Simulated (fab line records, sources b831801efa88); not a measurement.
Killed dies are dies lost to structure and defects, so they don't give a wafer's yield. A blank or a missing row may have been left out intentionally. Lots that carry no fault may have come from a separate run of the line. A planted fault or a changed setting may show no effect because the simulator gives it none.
fab line records	flow sky130
[record] lots = 11	wafers = 33	lastDay = 50
route steps=708 shown LI_CONTACT@385 LOCAL_INTERCONNECT@388 CONTACT@406 PAD_OPEN@708
lots untouched by any fault: they come from a run of this same line in which no faults occurred
startH: hours from the record's first day to the start of the lot's first wafer shown	waitH: hours elapsed since this lot's preceding step	" unchanged from the row above	L1.1+2: one row covering several wafers at once	- no value present, or no start provided	* or withheld: withheld	< > ~ a bound
route shown NAME@n: NAME is a module with steps in the file, n the number in the route of the first one	usual: mean/standard deviation of fault-free wafers	same: alike in all rows	chamber/n: place in a boat	sites: per-site readings	_std_site: how widely they spread, as a standard deviation	_edge_site: mean of outer sites minus mean of inner sites	radiusMm: how far each site lies from the wafer's centre	mask NAME#n: copy n	behind: the most recent tool/chamber to have shaped the wafer	hold: cause of the lot's hold/its duration in hours/its outcome	device: which transistor (n, p or np) failed to switch	end of line: at the end of the route, the tests of the same wafers	a step given without rows: its recipe and nothing more	killed: the dies lost at the first sort to structure and to defects; this is not the yield of the wafer	map: per-die view of a wafer (x killed, . not killed, _ where there is no die)
set.NAME: the setting as run; set.NAME@STEP: as run at that earlier step	model.NAME: the simulator's own value behind a step, which no gauge read
a sample of lots followed through the steps of the route, with each step as a table and each wafer as a row
services: from which hour (startH, from the record's first day; less than 0 if before it) a tool's chamber was out of use, for how many hours, and why
[[steps]]
[step SKY_LI_CONTACT_THK_MEAS_23]
[recipe] thkMeasGauge = xrf	reads = W_of_LI_CONTACT_CVD_21
[usual] LI_CONTACT_W_THK = 403/5.8
lot.wafer	tool	chamber	startH	waitH	LI_CONTACT_W_THK[nm]
L328.1	filmMetro-01	-	676.52	0.1	401
L328.2	"	-	"	"	404
L328.4	"	-	"	"	404
L330.1	filmMetro-04	-	684.57	0.1	409
L330.3	"	-	"	"	403
L330.5	"	-	"	"	405
L331.2	filmMetro-03	-	695.09	0.1	400
L331.4	"	-	"	"	400
L331.5	"	-	"	"	390
L332.2	filmMetro-03	-	701.72	0.1	401
L332.3	"	-	"	"	394
L332.6	"	-	"	"	396
L333.1	filmMetro-01	-	726.18	0.1	407
L333.5	"	-	"	"	415
L333.6	"	-	"	"	413
L335.2	filmMetro-04	-	737.87	0.1	407
L335.4	"	-	"	"	409
L335.5	"	-	"	"	408
L336.2	filmMetro-01	-	756.93	0.1	399
L336.4	"	-	"	"	403
L336.5	"	-	"	"	406
L338.3	filmMetro-01	-	770.03	0.1	409
L338.5	"	-	"	"	416
L338.6	"	-	"	"	413
L343.2	filmMetro-04	-	811.58	0.1	399
L343.3	"	-	"	"	400
L343.4	"	-	"	"	401
L344.1	filmMetro-03	-	812.84	0.1	403
L344.4	"	-	"	"	402
L344.5	"	-	"	"	402
L351.3	filmMetro-03	-	854.28	0.1	407
L351.5	"	-	"	"	411
L351.6	"	-	"	"	405
[step SKY_LOCAL_INTERCONNECT_RS_MEAS_01]
[recipe] thkMeasGauge = four-point-probe	reads = TiN_of_LOCAL_INTERCONNECT_SPUTTER_00
[usual] LOCAL_INTERCONNECT_TIN_RS = 14.51/0.14
lot.wafer	tool	chamber	startH	waitH	LOCAL_INTERCONNECT_TIN_RS[ohm/sq]
L328.1	filmMetro-01	-	676.94	0.0	14.79
L328.2	"	-	"	"	14.77
L328.4	"	-	"	"	14.73
L330.1	filmMetro-02	-	684.99	0.0	14.58
L330.3	"	-	"	"	14.51
L330.5	"	-	"	"	14.45
L331.2	filmMetro-02	-	695.53	0.1	14.43
L331.4	"	-	"	"	14.41
L331.5	"	-	"	"	14.38
L332.2	filmMetro-02	-	702.15	0.1	14.63
L332.3	"	-	"	"	14.73
L332.6	"	-	"	"	14.60
L333.1	filmMetro-04	-	726.60	0.0	14.32
L333.5	"	-	"	"	14.38
L333.6	"	-	"	"	14.38
L335.2	filmMetro-04	-	738.30	0.1	14.50
L335.4	"	-	"	"	14.65
L335.5	"	-	"	"	14.55
L336.2	filmMetro-01	-	757.36	0.1	14.33
L336.4	"	-	"	"	14.16
L336.5	"	-	"	"	14.31
L338.3	filmMetro-04	-	770.47	0.1	14.31
L338.5	"	-	"	"	14.31
L338.6	"	-	"	"	14.38
L343.2	filmMetro-04	-	812.03	0.1	14.71
L343.3	"	-	"	"	14.58
L343.4	"	-	"	"	14.69
L344.1	filmMetro-02	-	813.26	0.0	14.34
L344.4	"	-	"	"	14.36
L344.5	"	-	"	"	14.34
L351.3	filmMetro-01	-	854.73	0.1	14.52
L351.5	"	-	"	"	14.46
L351.6	"	-	"	"	14.56
[step SKY_LOCAL_INTERCONNECT_ETCH_13]
[recipe] chemistry = N2/H2	target = BARC	ionEnergyEv = 200	biasW = 100	pressureMtorr = 28.93	n2FlowSccm = 100	h2FlowSccm = 200	icpW = 500	stopOn = SiO2	timeS = 45.9	targetDepthA = 600
[usual] drypumpMotorCurrentA = 5.8/0.39	n2FlowSccm = 100.0/0.31	oesProductAu = 0.855/0.0049	throttleValvePct = 13.507/0.0093
lot.wafer	tool	chamber	startH	waitH	drypumpMotorCurrentA	n2FlowSccm	oesProductAu	rfHoursCounterH	throttleValvePct
L328.1	rieMetal-01	0	705.61	0.0	5.6	100.0	0.862	3	13.514
L328.2	"	1	"	"	6.0	100.1	0.860	14	13.518
L328.4	"	1	"	"	6.0	100.4	0.847	-	13.518
L330.1	rieMetal-01	1	712.76	0.0	6.0	99.3	0.855	14	13.527
L330.3	"	1	"	"	6.0	99.7	0.856	-	13.517
L330.5	"	1	"	"	6.0	100.3	0.856	-	13.496
L331.2	rieMetal-01	1	723.01	0.0	6.0	100.0	0.853	-	13.517
L331.4	"	1	"	"	6.0	100.1	0.859	-	13.495
L331.5	"	1	"	"	6.0	100.1	0.844	-	13.528
L332.2	rieMetal-03	1	729.79	0.0	5.6	100.1	0.856	13	13.497
L332.3	"	1	"	"	5.6	99.8	0.859	-	13.526
L332.6	"	1	"	"	5.6	100.2	0.854	-	13.507
L333.1	rieMetal-03	0	753.71	0.0	6.1	99.6	0.852	4	13.515
L333.5	"	0	"	"	6.1	100.1	0.851	-	13.517
L333.6	"	0	"	"	6.1	99.8	0.855	-	13.499
L335.2	rieMetal-02	1	765.16	0.0	5.2	99.8	0.850	9	13.510
L335.4	"	0	"	"	6.4	100.2	0.853	-	13.490
L335.5	"	0	"	"	6.4	100.4	0.849	-	13.515
L336.2	rieMetal-03	1	784.71	0.0	5.6	100.0	0.854	1	13.503
L336.4	"	0	"	"	6.1	99.8	0.855	-	13.490
L336.5	"	1	"	"	5.7	100.0	0.856	-	13.504
L338.3	rieMetal-03	0	797.23	0.0	6.1	100.3	0.857	-	13.521
L338.5	"	0	"	"	6.1	100.7	0.854	-	13.512
L338.6	"	1	"	"	5.7	99.8	0.858	-	13.500
L343.2	rieMetal-03	0	838.06	0.0	6.1	100.1	0.852	7	13.507
L343.3	"	0	"	"	6.1	100.1	0.850	-	13.480
L343.4	"	1	"	"	5.7	99.8	0.845	-	13.510
L344.1	rieMetal-01	0	840.04	0.0	5.6	100.1	0.864	9	13.501
L344.4	"	0	"	"	5.6	100.0	0.855	-	13.503
L344.5	"	0	"	"	5.6	100.1	0.859	-	13.516
L351.3	rieMetal-01	1	880.78	0.0	6.0	100.0	0.859	-	13.512
L351.5	"	1	"	"	6.0	99.5	0.857	-	13.494
L351.6	"	0	"	"	5.6	100.3	0.858	-	13.508
[step SKY_CONTACT_CVD_00]
[recipe] material = Si3N4	targetThkNm = 75	tempC = 400	timeS = withheld	rfW = 450
[usual] heaterPowerW = 724/97
lot.wafer	tool	chamber	startH	waitH	heaterPowerW
L328.1	pecvd-02	0	706.32	0.0	640
L328.2	"	2	"	"	818
L328.4	"	1	"	"	847
L330.1	pecvd-03	0	713.58	0.0	854
L330.3	"	0	"	"	858
L330.5	"	1	"	"	554
L331.2	pecvd-03	2	723.85	0.0	643
L331.4	"	0	"	"	846
L331.5	"	2	"	"	674
L332.2	pecvd-03	2	730.53	0.0	812
L332.3	"	1	"	"	669
L332.6	"	2	"	"	792
L333.1	pecvd-01	2	754.54	0.0	661
L333.5	"	2	"	"	664
L333.6	"	0	"	"	760
L335.2	pecvd-03	1	765.88	0.0	605
L335.4	"	0	"	"	775
L335.5	"	1	"	"	601
L336.2	pecvd-02	2	785.42	0.0	748
L336.4	"	0	"	"	542
L336.5	"	1	"	"	702
L336.2	pecvd-02	2	785	-	768
L336.4	"	0	"	"	537
L336.5	"	1	"	"	688
L338.3	pecvd-03	2	797.92	0.0	703
L338.5	"	0	"	"	744
L338.6	"	1	"	"	613
L338.3	pecvd-03	2	798	-	691
L338.5	"	0	"	"	755
L338.6	"	1	"	"	613
L343.2	pecvd-02	0	838.83	0.0	561
L343.3	"	2	"	"	766
L343.4	"	0	"	"	576
L344.1	pecvd-01	0	840.87	0.0	675
L344.4	"	1	"	"	784
L344.5	"	2	"	"	724
L351.3	pecvd-02	0	881.46	0.0	566
L351.5	"	0	"	"	583
L351.6	"	2	"	"	864
[step SKY_CONTACT_THK_MEAS_01]
[recipe] reads = Si3N4_of_CONTACT_CVD_00
[usual] CONTACT_CVD_00_THK = 75.2/1
lot.wafer	tool	chamber	startH	waitH	CONTACT_CVD_00_THK[nm]
L328.1	filmMetro-02	-	706.35	-	73.3
L328.2	"	-	"	"	73.5
L328.4	"	-	"	"	74.6
L330.1	filmMetro-04	-	713.63	-	74.4
L330.3	"	-	"	"	75.9
L330.5	"	-	"	"	75.3
L331.2	filmMetro-04	-	723.90	-	74.1
L331.4	"	-	"	"	76.3
L331.5	"	-	"	"	75.0
L332.2	filmMetro-03	-	730.58	-	74.0
L332.3	"	-	"	"	75.1
L332.6	"	-	"	"	75.3
L333.1	filmMetro-02	-	754.57	-	74.5
L333.5	"	-	"	"	74.7
L333.6	"	-	"	"	75.0
L335.2	filmMetro-03	-	765.92	-	74.9
L335.4	"	-	"	"	76.6
L335.5	"	-	"	"	75.2
L336.2	filmMetro-04	-	785.66	-	150.5
L336.4	"	-	"	"	150.6
L336.5	"	-	"	"	150.2
L338.3	filmMetro-02	-	798.17	-	149.4
L338.5	"	-	"	"	152.4
L338.6	"	-	"	"	151.0
L343.2	filmMetro-04	-	838.89	-	73.4
L343.3	"	-	"	"	75.6
L343.4	"	-	"	"	75.2
L344.1	filmMetro-02	-	840.90	-	75.0
L344.4	"	-	"	"	76.7
L344.5	"	-	"	"	75.7
L351.3	filmMetro-02	-	881.52	-	72.9
L351.5	"	-	"	"	75.8
L351.6	"	-	"	"	76.3
[step SKY_CONTACT_ETCH_18]
[recipe] target = Si3N4	chemistry = CHF3/O2	stopOn = TiN	sourceW = 590.2	biasW = 200	pressureMtorr = 40	chf3FlowSccm = 50	O2_flow_sccm = 5	timeS = 39	targetDepthA = 750
[usual] drypumpMotorCurrentA = 5.8/0.44	oesProductAu = 0.855/0.0075	throttleValvePct = 8.793/0.01
lot.wafer	tool	chamber	startH	waitH	drypumpMotorCurrentA	oesProductAu	rfHoursCounterH	throttleValvePct
L328.1	rieDiel-03	0	-	-	5.8	0.846	5	8.772
L328.2	"	2	"	"	5.1	0.839	11	8.777
L328.4	"	3	"	"	6.3	0.854	48	8.794
L330.1	rieDiel-02	2	-	-	6.3	0.853	49	8.789
L330.3	"	1	"	"	5.8	0.856	11	8.790
L330.5	"	2	"	"	6.3	0.862	-	8.788
L331.2	rieDiel-02	0	-	-	5.4	0.852	13	8.790
L331.4	"	1	"	"	5.9	0.860	-	8.790
L331.5	"	0	"	"	5.4	0.850	-	8.814
L332.2	rieDiel-03	0	-	-	5.8	0.845	6	8.777
L332.3	"	1	"	"	5.4	0.856	3	8.787
L332.6	"	0	"	"	5.8	0.854	-	8.800
L333.1	rieDiel-02	0	-	-	5.4	0.857	15	8.782
L333.5	"	1	"	"	5.8	0.853	-	8.803
L333.6	"	2	"	"	6.3	0.850	-	8.796
L335.2	rieDiel-01	2	-	-	6.2	0.850	13	8.791
L335.4	"	3	"	"	6.3	0.856	8	8.792
L335.5	"	0	"	"	5.4	0.852	-	8.789
L336.2	rieDiel-01	0	-	-	5.4	0.986	12	8.831
L336.4	"	2	"	"	6.3	0.990	14	8.831
L336.5	"	3	"	"	6.3	0.995	-	8.843
L338.3	rieDiel-03	1	-	-	5.4	0.989	5	8.824
L338.5	"	1	"	"	5.4	0.987	-	8.826
L338.6	"	0	"	"	5.8	0.992	-	8.849
L343.2	rieDiel-03	2	-	-	5.1	0.843	15	8.784
L343.3	"	0	"	"	5.8	0.856	9	8.800
L343.4	"	1	"	"	5.4	0.849	6	8.786
L344.1	rieDiel-03	3	-	-	6.3	0.850	3	8.794
L344.4	"	2	"	"	5.1	0.866	15	8.797
L344.5	"	3	"	"	6.3	0.855	-	8.791
L351.3	rieDiel-03	0	-	-	5.8	0.845	11	8.793
L351.5	"	3	"	"	6.4	0.854	-	8.804
L351.6	"	2	"	"	5.1	0.860	-	8.797
[step SKY_PAD_OPEN_PROBE_99]
[usual] killed_at_M0_to_M3 = 43/6.5	killed_at_M4_up = 3.1/1.8	killedAtContacts = 24/4.8	killedAtFrontEnd = 15/4.7	killedAtOther = 0.3/0.58	killedDies = 86/8.6	killedOnRim = 17/4.1	killedOpen = 47/6.7	killedShort = 39/6.1
[same] grossDies = 492	killedAtBackSide = 0
lot.wafer	tool	chamber	startH	waitH	killed_at_M0_to_M3	killed_at_M4_up	killedAtContacts	killedAtFrontEnd	killedAtOther	killedDies	killedOnRim	killedOpen	killedShort
L336.2	prober-02	-	1135.01	0.1	40	3	435	13	1	492	96	51	32
L336.4	prober-02	-	1135.11	0.2	52	3	425	12	0	492	96	62	41
L336.5	prober-02	-	1135.16	0.2	51	3	423	15	0	492	96	45	47
L338.3	prober-01	-	1141.13	0.2	38	4	430	20	0	492	96	49	42
L338.5	prober-01	-	1141.23	0.2	47	4	426	15	0	492	96	45	44
L338.6	prober-01	-	1141.28	0.2	43	2	435	12	0	492	96	44	42
L343.2	prober-01	-	1169.98	0.1	55	0	18	14	0	87	22	49	38
L343.3	prober-01	-	1170.03	0.2	53	6	23	20	0	102	20	59	43
L343.4	prober-01	-	1170.08	0.2	35	3	35	13	0	86	15	50	36
L344.1	prober-02	-	1173.87	0.1	42	2	18	17	1	80	20	48	32
L344.4	prober-02	-	1174.02	0.2	43	4	31	17	1	96	20	63	33
L344.5	prober-02	-	1174.07	0.2	29	4	21	14	0	68	9	28	40
// killed by level:class
L336.2 CONTACT:areaEtch=409 CONTACT:geometricParticle:open=10 VIA1:geometricParticle:open=7 VIA2:geometricParticle:open=7 LI_CONTACT:geometricParticle:open=6 FIELD_ISO:geometricParticle:open=5 VIA3:geometricParticle:open=5 METAL2:geometricParticle:short=4
L336.4 CONTACT:areaEtch=389 CONTACT:geometricParticle:open=15 VIA1:geometricParticle:open=12 VIA2:geometricParticle:open=11 LI_CONTACT:geometricParticle:open=8 VIA1:geometricParticle:short=6 LOCAL_INTERCONNECT:geometricParticle:short=5 CONTACT:geometricParticle:short=5
L336.5 CONTACT:areaEtch=400 METAL1:geometricParticle:short=10 METAL2:geometricParticle:short=10 CONTACT:geometricParticle:open=9 VIA3:geometricParticle:open=9 LOCAL_INTERCONNECT:geometricParticle:short=5 LI_CONTACT:geometricParticle:open=5 VIA1:geometricParticle:short=5
L338.3 CONTACT:areaEtch=401 VIA1:geometricParticle:open=13 CONTACT:geometricParticle:short=9 CONTACT:geometricParticle:open=7 LI_CONTACT:geometricParticle:open=7 VIA2:geometricParticle:open=7 FIELD_ISO:geometricParticle:short=6 POLY_GATE:geometricParticle:short=6
L338.5 CONTACT:areaEtch=403 CONTACT:geometricParticle:open=10 VIA3:geometricParticle:open=9 METAL1:geometricParticle:short=8 VIA1:geometricParticle:open=7 LI_CONTACT:geometricParticle:open=7 VIA1:geometricParticle:short=6 METAL3:geometricParticle:short=5
L338.6 CONTACT:areaEtch=406 LI_CONTACT:geometricParticle:open=9 CONTACT:geometricParticle:open=9 VIA1:geometricParticle:open=9 METAL1:geometricParticle:short=8 METAL2:geometricParticle:short=6 VIA2:geometricParticle:open=6 VIA3:geometricParticle:short=6
L343.2 VIA1:geometricParticle:open=14 METAL2:geometricParticle:short=13 CONTACT:geometricParticle:open=10 VIA3:geometricParticle:open=8 METAL1:geometricParticle:short=5 POLY_GATE:geometricParticle:short=4 VIA2:geometricParticle:open=4 VIA3:geometricParticle:short=4
L343.3 CONTACT:geometricParticle:open=10 VIA1:geometricParticle:open=10 VIA2:geometricParticle:open=9 VIA1:geometricParticle:short=6 POLY_GATE:geometricParticle:open=5 LI_CONTACT:geometricParticle:open=5 METAL3:geometricParticle:short=5 METAL4:geometricParticle:short=5
L343.4 LI_CONTACT:geometricParticle:open=9 CONTACT:geometricParticle:open=9 VIA2:geometricParticle:open=8 LOCAL_INTERCONNECT:geometricParticle:short=7 VIA1:geometricParticle:open=7 VIA3:geometricParticle:open=6 FIELD_ISO:geometricParticle:short=4 LI_CONTACT:geometricParticle:short=4
L344.1 CONTACT:geometricParticle:open=8 VIA1:geometricParticle:open=8 VIA3:geometricParticle:open=8 FIELD_ISO:geometricParticle:short=6 FIELD_ISO:geometricParticle:open=6 LI_CONTACT:geometricParticle:open=6 METAL2:geometricParticle:short=6 METAL1:geometricParticle:short=4
L344.4 CONTACT:geometricParticle:open=14 VIA1:geometricParticle:open=11 LI_CONTACT:geometricParticle:open=8 VIA3:geometricParticle:open=6 VIA2:geometricParticle:open=6 POLY_GATE:geometricParticle:open=5 CONTACT:geometricParticle:short=4 METAL1:geometricParticle:short=4
L344.5 FIELD_ISO:geometricParticle:short=7 METAL2:geometricParticle:short=7 LI_CONTACT:geometricParticle:open=6 VIA1:geometricParticle:open=6 LI_CONTACT:geometricParticle:short=5 METAL4:geometricParticle:short=4 CONTACT:geometricParticle:open=4 VIA1:geometricParticle:short=4
[[services]]
tool	chamber	startH	hours	kind
rieDiel-03	-	691.06	0.8	repair
rieMetal-01	0	712.54	18.2	repair
rieMetal-01	1	716.74	4.4	repair
rieDiel-03	3	726.01	6.9	repair
rieDiel-01	-	741.73	0.2	repair
pecvd-02	-	766.98	5.5	pm
rieDiel-03	-	768.83	0.3	repair
rieDiel-03	1	773.13	4.5	repair
rieDiel-03	0	789.49	15.7	repair
rieMetal-01	1	839.44	32.8	repair
rieMetal-03	0	841.50	3.7	repair
rieMetal-03	-	843.18	2.8	pm
rieDiel-03	2	844.41	4.7	repair
rieDiel-03	3	853.12	3.4	repair
rieDiel-01	2	854.35	3.8	repair
rieDiel-02	-	855.19	0.4	repair
pecvd-02	1	856.51	12.5	repair
pecvd-03	1	860.54	3.8	repair
pecvd-03	-	872.16	2.8	pm
pecvd-03	0	880.05	8.7	repair
rieMetal-03	-	880.65	0.1	repair
rieDiel-01	0	889.51	15.0	repair
rieMetal-01	-	895.79	14.6	pm
rieDiel-02	3	900.27	12.8	repair
[[key]]
[firstSign] step = SKY_CONTACT_CVD_00	reading = visit	direction = added
[effect] step = SKY_CONTACT_THK_MEAS_01	reading = CONTACT_CVD_00_THK	direction = up	sigmas = 73	usual = 75.2	struck = 150.7
[effect] step = SKY_CONTACT_ETCH_18	reading = oesProductAu	direction = up	sigmas = 18	usual = 0.855	struck = 0.990
[effect] step = SKY_PAD_OPEN_PROBE_99	reading = killedAtContacts	direction = up	sigmas = 84	usual = 24	struck = 429
[moreKillsBornAt] SKY_CONTACT_ETCH_18@rieDiel-03 = 1210	SKY_CONTACT_ETCH_18@rieDiel-01 = 1198
metAt SKY_CONTACT_CVD_00
struckLots L336,L338
laterRowsLeftOut L336.2,L336.4,L336.5,L338.3,L338.5,L338.6
testerLeftOut L336,L338
notActingAt SKY_LI_CONTACT_THK_MEAS_23,SKY_LOCAL_INTERCONNECT_RS_MEAS_01,SKY_LOCAL_INTERCONNECT_ETCH_13
[fault] kind = repeatedStepWhole	tool = pecvd-01,pecvd-02,pecvd-03	chamber = -	onsetH = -	steps = SKY_CONTACT_CVD_00	times = 1	scope = struckLotsOnly
// testerLeftOut: of these lots the tester's yield and bins aren't shown, on N5 and GAA mostly nor the transistor test; their killed dies are dies lost to structure and defects alone, not to doping, threshold or leakage, so they don't give the yield
// laterRowsLeftOut: the simulator's readings of these wafers behind a module that went badly wrong aren't trusted and aren't shown, but for the sort
